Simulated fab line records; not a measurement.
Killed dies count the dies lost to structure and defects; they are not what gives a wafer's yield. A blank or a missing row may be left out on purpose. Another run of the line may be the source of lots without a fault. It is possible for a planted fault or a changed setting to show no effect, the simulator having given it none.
Which tool was responsible?	flow gf180mcu	6 lots (18 wafers sampled), 1 step of a 602-step route

WHAT EACH GAUGE READ, for each wafer
GF_M2_OVL_MEAS_15.
lot	measured	on	M2_OVL (nm)
L219	day 21 12:03	overlay-01	7 10 4
L222	day 22 07:52	overlay-01	8 11 8
L225	day 23 15:00	overlay-02	-4 0 10
L227	day 24 02:04	overlay-01	12 14 14
L232	day 25 13:51	overlay-01	16 14 19
L234	day 26 06:40	overlay-01	6 5 3

TOOL THAT RAN EACH LOT (tool first, then ch and the chambers of the sampled wafers, then the start)
There is no process step in the record ahead of these readings.

THE ANSWER, worked out from the rows above alone
Rule: the usual values come from the lots themselves. The widest of any qualifying gaps counts: lots, ordered by their means at a reading, are off when they make up no more than a third of the lots, leave a main group of 4 or more, and stand apart from it by 3 or more times the standard deviation of that group's means. Not used: any main group whose means are identical at the precision the tables above print for the reading. Also off: a lot with no number at a reading for which 4 or more lots have one. Where the step has rows for the other lots, those lots are counted as sound.
Nothing can be told from this: no lot is off at any reading shown.

WHAT HAD BEEN PUT IN BY THE SIMULATOR
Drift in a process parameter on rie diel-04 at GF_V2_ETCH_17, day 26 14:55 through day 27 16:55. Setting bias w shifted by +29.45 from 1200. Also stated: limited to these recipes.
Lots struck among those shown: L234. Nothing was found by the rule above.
